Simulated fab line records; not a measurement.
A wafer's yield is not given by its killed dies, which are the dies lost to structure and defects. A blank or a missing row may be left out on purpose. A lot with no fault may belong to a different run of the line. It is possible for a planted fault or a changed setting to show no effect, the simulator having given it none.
A struck lot beside a sound one :: flow gf180mcu :: 15 steps out of a route of 602
Sound: wafers L346.1, L346.3, L346.6. Struck: wafers L354.4, L354.6 (left out: L354.2, a lot-mate that was not struck); the cause follows at the end.
Each step with rows lists, per side, the tool, then ch with its chambers, then its first start. Under that, the readings that differ: sound wafers :: struck wafers :: difference of the means :: sigmas: that difference in standard deviations of wafers without a fault.
alike: a reading whose means differ by less than 2 such deviations, as well as words and numbers matching on both sides. not compared: withheld readings; readings where some wafer has no value; bounds like >300 that might hide an equal value; numbers whose values overlap and for which the record gives no deviation.
A row with sigmas, a row that says differs or no value, or rows on one side alone: a step with any of these is where the two part. Numbers that don't overlap but have no deviation are shown without sigmas and don't part them. A reading missing from all wafers of one side parts the sides only when that side holds two or more wafers.

first, 3 steps without rows for these wafers: GF_V1_EXPOSE_11 (exposes mask Via1, target cd 260 nm); GF_V1_PEB_12 (peb time 90 s); GF_V1_DEVELOP_13 (develop time 60 s).
GF_V1_CD_MEAS_14: target cd 260 nm.
  sound: cd-sem-02 at day 21 03:25; struck: cd-sem-01 at day 24 04:14
  alike: cd-nm
GF_V1_OVL_MEAS_15:
  sound: overlay-02 at day 21 03:32; struck: overlay-01 at day 24 04:20
  alike: V1_OVL
GF_V1_ETCH_16: etches BARC in N2/H2.
  sound on rie-diel-04 ch 0,1, day 21 03:34; struck on rie-diel-03 ch 2,3, day 24 04:22
  alike: drypump-motor-current-A, oes-product-au, throttle-valve-pct
GF_V1_ETCH_17: etches SiO2 in C4F8/O2/Ar, stops on TiN, target depth 630 nm.
  sound: rie-diel-04 ch 0,1; struck: rie-diel-03 ch 2,3
  alike: oes-product-au
GF_V1_STRIP_18: strips in O2/N2.
  sound on plasma-asher-02 ch 0, day 21 03:42; struck on plasma-asher-03 ch 0,1, day 24 04:30
  alike: drypump-motor-current-A, heater-power-w, oes-product-au
  not compared: rf-hours-counter-h
then, 2 steps without rows for these wafers: GF_V1_STRIP_19 (strips in post etch residue remover, time 1200 s); GF_V1_CLEAN_20 (cleans in DIW).
GF_V1_SPUTTER_21: material Ti, target thk 15 nm, time 80.02 s.
  sound: pvd-sputter-02 at day 21 04:14; struck: pvd-sputter-01 at day 24 05:02
  alike: throttle-valve-pct
GF_V1_SPUTTER_22: material TiN, target thk 10 nm, time 40 s.
  sound: pvd-sputter-02 at day 21 04:17; struck: pvd-sputter-01 at day 24 05:05
  alike: throttle-valve-pct
GF_V1_CVD_23: deposits W, target thk 350 nm, time 105.05 s.
  sound on cvd-w-02 ch 1, day 21 04:20; struck on cvd-w-02 ch 1, day 24 05:08
reading: chamber-pressure-Torr (Torr)
sound: 40.16 40.04 39.98
struck: 37.59 37.72
difference: -2.40
sigmas: -27

reading: model.W_of_V1_CVD_23.thk-nm (nm)
sound: 354.4 355.1 353.3
struck: 342.4 342.6
difference: -11.8
sigmas: 
  alike: heater-power-w
GF_V1_RS_MEAS_24: measures by four-point-probe.
  sound: film-metro-01 at day 21 04:26; struck: film-metro-01 at day 24 05:16
reading: V1_W_RS (ohm/sq)
sound: 0.324 0.323 0.325
struck: 0.335 0.336
difference: +0.012
sigmas: +3
GF_PASSIVATION_PROBE_99:
  the record holds rows for the sound wafers here (prober-02, day 31 08:46) but none for the struck ones

== WHERE THEY PART ==
At GF_V1_CVD_23 first; at GF_PASSIVATION_PROBE_99 last (within this record only).

WHY: what the simulator had put in
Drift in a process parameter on cvd-w-02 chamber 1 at GF_V1_CVD_23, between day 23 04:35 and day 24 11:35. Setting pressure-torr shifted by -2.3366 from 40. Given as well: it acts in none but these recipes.
